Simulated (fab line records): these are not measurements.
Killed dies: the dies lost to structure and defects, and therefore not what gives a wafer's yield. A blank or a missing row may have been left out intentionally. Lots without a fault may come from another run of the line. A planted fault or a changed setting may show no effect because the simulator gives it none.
Check for tools in common ; flow sfq line ; 45 wafers sampled across 15 lots

## WHAT PROMPTED THE OPENING
At SFQ_L0V_OVL_MEAS_903 the reading L0V_OVL is flagged on 3 of 15 lots. Fault-free wafers read -3 nm, with a standard deviation of 4.6.
Rule: a lot is flagged when every wafer of it that has a number lies more than 4 standard deviations from that mean, or none has a number. The other lots count as sound.

lot;measured;on;L0V_OVL (nm), wafer by wafer;flag
L710;day 7 14:26;overlay-01;-1 -1 -1;
L711;day 7 22:22;overlay-01;-12 -13 -17;
L712;day 8 07:58;overlay-01;-1 0 -11;
L713;day 8 17:34;overlay-02;6 2 -3;
L714;day 9 00:55;overlay-01;-6 -4 -7;
L715;day 9 08:07;overlay-02;4 5 3;
L716;day 9 22:30;overlay-02;-6 -4 3;
L717;day 10 05:00;overlay-02;7 2 -3;
L718;day 10 11:07;overlay-02;-16 -8 -7;
L723;day 11 17:06;overlay-01;-4 -7 -9;
L726;day 12 18:36;overlay-02;53 55 56;FLAGGED
L727;day 13 02:59;overlay-01;54 49 53;FLAGGED
L728;day 13 07:47;overlay-02;48 53 46;FLAGGED
L731;day 14 04:19;overlay-02;-4 4 0;
L732;day 14 13:55;overlay-02;-9 -6 -4;
The mean of the flagged lots' numbers is 52 nm, +55 nm from the usual (+12 standard deviations).

## WHICH TOOL RAN EACH LOT
The record holds 1 process step before the reading, out of a route of 325 steps. In each cell: the tool, then ch and the chambers that the sampled wafers went through, then the start.
lot;flag;SFQ_TRILAYER_L0_VIA_LITHO_EXPOSE_014
L710;;krf scanner-01 ch 0, day 7 13:31
L711;;krf scanner-01 ch 0, day 7 20:52
L712;;krf scanner-01 ch 0, day 8 06:28
L713;;krf scanner-01 ch 0, day 8 16:04
L714;;krf scanner-02 ch 0, day 8 23:48
L715;;krf scanner-02 ch 0, day 9 07:00
L716;;krf scanner-02 ch 0, day 9 21:00
L717;;krf scanner-01 ch 0, day 10 03:30
L718;;krf scanner-01 ch 0, day 10 09:48
L723;;krf scanner-01 ch 0, day 11 15:36
L726;FLAGGED;krf scanner-02 ch 0, day 12 17:17
L727;FLAGGED;krf scanner-02 ch 0, day 13 01:29
L728;FLAGGED;krf scanner-02 ch 0, day 13 06:17
L731;;krf scanner-01 ch 0, day 14 03:01
L732;;krf scanner-01 ch 0, day 14 12:37
What the steps here do:
- SFQ_TRILAYER_L0_VIA_LITHO_EXPOSE_014: exposes mask L0V, target cd 700 nm.
- SFQ_L0V_OVL_MEAS_903

## FLAGGED AGAINST TOTAL, ONE TOOL AT A TIME (gauges that did the reading follow at the end)
step;tool;lots run;flagged;share of the flagged lots;sound lots run after its first flagged lot
SFQ_TRILAYER_L0_VIA_LITHO_EXPOSE_014;krf scanner-01;9;0;none;-
SFQ_TRILAYER_L0_VIA_LITHO_EXPOSE_014;krf scanner-02;6;3;all;0
SFQ_L0V_OVL_MEAS_903;overlay-01;6;1;some;0
SFQ_L0V_OVL_MEAS_903;overlay-02;9;2;some;2 (L731,L732)

## WHAT THE TABLE ALLOWS
All flagged lots share 1 row of the table, namely krf scanner-02 at SFQ_TRILAYER_L0_VIA_LITHO_EXPOSE_014.
- krf scanner-02 at SFQ_TRILAYER_L0_VIA_LITHO_EXPOSE_014: 3 of its 6 lots flagged. Last sound lot L716 at day 9 21:00, first flagged lot L726 at day 12 17:17; a fault beginning in between fits.
Just one tool remains: krf scanner-02 at SFQ_TRILAYER_L0_VIA_LITHO_EXPOSE_014.

## WHAT THE SIMULATOR HAD INSERTED
Scanner matching overlay: krf scanner-02, from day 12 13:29 on, at SFQ_TRILAYER_L0_VIA_LITHO_EXPOSE_014. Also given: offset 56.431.
Struck lots among those shown: L726, L727, L728. This agrees with what the rule above found.
